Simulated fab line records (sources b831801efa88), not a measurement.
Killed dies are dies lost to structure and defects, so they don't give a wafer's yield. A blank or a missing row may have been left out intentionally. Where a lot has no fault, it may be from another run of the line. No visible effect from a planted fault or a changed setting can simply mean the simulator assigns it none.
Which of the tools did it? -- flow sfq_line -- at 1 step of a route of 325, 14 lots with 42 wafers sampled

## WHAT THE GAUGES SHOWED, per wafer
SFQ_M0_OVL_MEAS_906. Usual: M0_OVL 2 nm, standard deviation 4.5.
lot,measured,on,M0_OVL (nm),flag
L136,day 8 01:33,overlay-01,4 3 -5,
L137,day 8 05:09,overlay-02,4 0 4,
L138,day 8 11:09,overlay-01,3 10 1,
L139,day 8 21:58,overlay-02,-2 -6 -3,
L140,day 9 03:58,overlay-02,5 -2 -1,
L141,day 9 09:57,overlay-01,-1 -4 2,
L150,day 11 16:03,overlay-02,3 2 3,
L151,day 12 02:51,overlay-02,-2 -11 -1,
L152,day 12 15:52,overlay-01,1 3 4,
L154,day 13 00:15,overlay-01,-1 2 1,
L155,day 13 11:03,overlay-01,7 6 -2,
L156,day 13 20:39,overlay-02,0 -2 -1,
L157,day 14 00:15,overlay-01,-2 -10 -1,
L158,day 14 05:03,overlay-02,1 5 0,

## EACH LOT AND THE TOOL THAT RAN IT (in order: tool; ch and the chambers of the sampled wafers; start)
No process step before these readings appears in the record.

## AS READ BY THE TOOLS THEMSELVES (means over the sampled wafers that have a number; for cases with no such wafer, the mark the record gives instead)
The record holds no such reading with a usual standard deviation.

## THE ANSWER, worked out from the rows above alone
Rule: lot off if the mean of its wafers having a number is beyond 3 standard deviations from the usual mean. Also off: a lot with no number at a reading for which 4 or more lots have one. Any other lot the step has rows for is counted as sound. Order of review: gauges by route order, followed by the tools' own readings, for which a lot's mean as printed above is used. The first step at which some lot is off is used, and at that step the reading that is off furthest; a lot without a number counts as furthest.
No lot is off at any reading shown: from this, nothing can be told.

## WHAT THE SIMULATOR HAD INSERTED
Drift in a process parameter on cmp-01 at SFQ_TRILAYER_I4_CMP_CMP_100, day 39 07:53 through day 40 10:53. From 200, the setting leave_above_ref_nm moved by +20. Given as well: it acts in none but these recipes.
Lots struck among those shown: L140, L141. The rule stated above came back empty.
